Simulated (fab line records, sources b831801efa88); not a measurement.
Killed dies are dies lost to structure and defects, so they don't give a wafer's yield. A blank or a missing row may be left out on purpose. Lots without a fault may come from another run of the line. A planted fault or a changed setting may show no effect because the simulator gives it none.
Which tool did it? | flow gf180mcu | 12 lots, 36 wafers sampled, at 5 steps of a route of 602

WHAT THE GAUGES READ, wafer by wafer
GF_CONTACT_RS_MEAS_25: measures by four-point-probe. Usual: CONTACT_W_RS 0.385 ohm/sq, standard deviation 0.0047.
lot  | measured     | on            | CONTACT_W_RS (ohm/sq) | flag
L409 | day 16 02:01 | film_metro-01 | 0.379 0.380 0.373     |
L411 | day 17 11:06 | film_metro-03 | 0.384 0.387 0.389     |
L412 | day 17 12:11 | film_metro-01 | 0.388 0.385 0.393     |
L414 | day 18 06:00 | film_metro-04 | 0.382 0.383 0.387     |
L416 | day 19 05:58 | film_metro-04 | 0.384 0.387 0.385     |
L420 | day 20 07:34 | film_metro-03 | 0.383 0.382 0.383     |
L423 | day 21 10:25 | film_metro-04 | 0.391 0.384 0.387     |
L425 | day 22 01:25 | film_metro-01 | 0.397 0.384 0.395     |
L428 | day 22 17:53 | film_metro-01 | 0.386 0.386 0.386     |
L430 | day 23 13:00 | film_metro-04 | 0.387 0.379 0.383     |
L431 | day 23 19:58 | film_metro-04 | 0.387 0.392 0.389     |
L432 | day 24 08:34 | film_metro-03 | 0.390 0.389 0.393     |

GF_CONTACT_THK_MEAS_26: measures by xrf. Usual: CONTACT_W_THK 305 nm, standard deviation 5.5.
lot  | measured     | on            | CONTACT_W_THK (nm) | flag
L409 | day 16 02:07 | film_metro-01 | 313 311 317        |
L411 | day 17 11:13 | film_metro-03 | 306 304 303        |
L412 | day 17 12:18 | film_metro-01 | 303 305 298        |
L414 | day 18 06:07 | film_metro-04 | 303 302 298        |
L416 | day 19 06:05 | film_metro-04 | 300 295 299        |
L420 | day 20 07:41 | film_metro-03 | 310 312 308        |
L423 | day 21 10:31 | film_metro-04 | 296 298 296        |
L425 | day 22 01:31 | film_metro-01 | 300 311 301        |
L428 | day 22 17:59 | film_metro-01 | 307 309 308        |
L430 | day 23 13:07 | film_metro-04 | 298 305 301        |
L431 | day 23 20:04 | film_metro-04 | 298 295 296        |
L432 | day 24 08:41 | film_metro-03 | 304 306 304        |

GF_M1_CD_MEAS_14: target cd 230 nm. Usual: cd_nm 230.0 nm, standard deviation 1.3.
lot  | measured     | on        | cd_nm (nm)                          | flag
L409 | day 17 01:09 | cd_sem-02 | 229.2 228.3 228.3                   |
L411 | day 18 11:01 | cd_sem-02 | 228.4 228.8 229.0                   |
L412 | day 18 11:58 | cd_sem-01 | 230.2 230.5 229.9                   |
L414 | day 19 07:13 | cd_sem-02 | 229.0 229.9 228.9                   |
L416 | day 20 07:44 | cd_sem-02 | 230.5 231.2 230.5                   |
L420 | day 21 08:19 | cd_sem-02 | 218.6 219.0 218.8 218.6 219.1 218.3 | OFF
L423 | day 22 10:49 | cd_sem-01 | 220.6 222.4 221.6 221.1 222.3 221.1 | OFF
L425 | day 23 00:36 | cd_sem-01 | 232.6 233.5 231.3                   |
L428 | day 23 17:47 | cd_sem-01 | 230.5 231.0 230.8                   |
L430 | day 24 11:59 | cd_sem-02 | 229.2 230.3 229.3                   |
L431 | day 24 19:07 | cd_sem-01 | 230.1 230.9 229.8                   |
L432 | day 25 06:23 | cd_sem-01 | 231.8 231.7 231.1                   |

WHICH TOOL RAN EACH LOT (tool, then ch and the chambers of the sampled wafers, then the start)
lot  | GF_M1_SPUTTER_03             | GF_M1_SOFTBAKE_10
L409 | pvd_sputter-03, day 16 02:38 | litho_track-04 ch 0, day 16 13:39
L411 | pvd_sputter-01, day 17 11:44 | litho_track-02 ch 0, day 17 23:53
L412 | pvd_sputter-03, day 17 12:49 | litho_track-04 ch 0, day 18 00:38
L414 | pvd_sputter-04, day 18 06:38 | litho_track-03 ch 0, day 18 18:59
L416 | pvd_sputter-03, day 19 06:39 | litho_track-02 ch 0, day 19 19:05
L420 | pvd_sputter-01, day 20 08:11 | litho_track-02 ch 0, day 20 19:55
L423 | pvd_sputter-01, day 21 11:01 | litho_track-02 ch 0, day 21 22:35
L425 | pvd_sputter-03, day 22 02:01 | litho_track-03 ch 0, day 22 13:31
L428 | pvd_sputter-03, day 22 18:30 | litho_track-03 ch 0, day 23 06:50
L430 | pvd_sputter-01, day 23 13:37 | litho_track-04 ch 0, day 24 00:48
L431 | pvd_sputter-03, day 23 20:34 | litho_track-04 ch 0, day 24 08:29
L432 | pvd_sputter-03, day 24 09:13 | litho_track-03 ch 0, day 24 19:37
- GF_M1_SPUTTER_03: material Ti, target thk 10 nm, time 6.7 s.
- GF_M1_SOFTBAKE_10: time 60 s.

WHAT THE TOOLS THEMSELVES READ (means of the sampled wafers that have a number; where no wafer has one, the mark that the record gives instead)
GF_M1_SPUTTER_03. Usual: throttle_valve_pct 30.2 %, standard deviation 1.4.
lot  | tool           | throttle_valve_pct (%) | flag
L409 | pvd_sputter-03 | 31.0                   |
L411 | pvd_sputter-01 | 29.2                   |
L412 | pvd_sputter-03 | 30.5                   |
L414 | pvd_sputter-04 | 30.4                   |
L416 | pvd_sputter-03 | 30.8                   |
L420 | pvd_sputter-01 | 29.3                   |
L423 | pvd_sputter-01 | 29.7                   |
L425 | pvd_sputter-03 | 29.7                   |
L428 | pvd_sputter-03 | 30.6                   |
L430 | pvd_sputter-01 | 29.4                   |
L431 | pvd_sputter-03 | 30.4                   |
L432 | pvd_sputter-03 | 30.6                   |

GF_M1_SOFTBAKE_10. Usual: heater_power_total_W 93.05 W, standard deviation 0.065; plate_temp_C 130.02 C, standard deviation 0.13; resist_line_temp_C 23.00 C, standard deviation 0.11.
lot  | tool           | heater_power_total_W (W) | plate_temp_C (C) | resist_line_temp_C (C) | flag
L409 | litho_track-04 | 93.11                    | 129.93           | 22.86                  |
L411 | litho_track-02 | 93.04                    | 130.04           | 23.16                  |
L412 | litho_track-04 | 93.03                    | 129.95           | 22.85                  |
L414 | litho_track-03 | 93.08                    | 130.09           | 22.89                  |
L416 | litho_track-02 | 92.99                    | 129.85           | 23.02                  |
L420 | litho_track-02 | 96.31                    | 133.30           | 23.14                  | OFF
L423 | litho_track-02 | 96.19                    | 133.50           | 22.89                  | OFF
L425 | litho_track-03 | 93.04                    | 129.91           | 23.00                  |
L428 | litho_track-03 | 93.07                    | 129.88           | 22.99                  |
L430 | litho_track-04 | 93.03                    | 130.08           | 22.88                  |
L431 | litho_track-04 | 93.02                    | 130.06           | 22.87                  |
L432 | litho_track-03 | 93.06                    | 130.07           | 23.09                  |

THE ANSWER, worked out from the rows above alone
Rule: a lot is off if the mean of its wafers that have a number lies more than 3 standard deviations from the usual mean. A lot without any number at a reading at which 4 lots or more have one is off too. The other lots that the step has rows for count as sound. The gauges are gone through in route order, then the tools' own readings, and for those a lot's mean is taken as printed above. The first step at which some lot is off is used, and at that step the reading that is off furthest; a lot without a number counts as furthest.
Off: L420, L423, at GF_M1_CD_MEAS_14 (cd_nm).
A tool fits if, at a process step before that reading, it ran every lot that is off, and no sound lot after the first of them. The gauges at GF_M1_CD_MEAS_14 aren't tried: what is off there is off at GF_M1_SOFTBAKE_10 too, on other tools, and a gauge's error can't cause that. One fits: litho_track-02 at GF_M1_SOFTBAKE_10. Its last sound lot is L416 (day 19 19:05), its first lot that is off L420 (day 20 19:55): a fault that began between those two fits.
The tool's own readings at GF_M1_SOFTBAKE_10 bear it out: on the lots that are off they differ by more than 5 times the standard deviation of the sound lots' means. heater_power_total_W reads 96.25 W there against 93.05 W on the sound lots; plate_temp_C reads 133.40 C there against 129.99 C on the sound lots.

WHAT THE SIMULATOR HAD PUT IN
Process parameter drift: litho_track-02, from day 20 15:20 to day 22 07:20, at GF_M1_SOFTBAKE_10. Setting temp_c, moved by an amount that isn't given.
Lots struck among those shown: L420, L423. The rule above found the same.
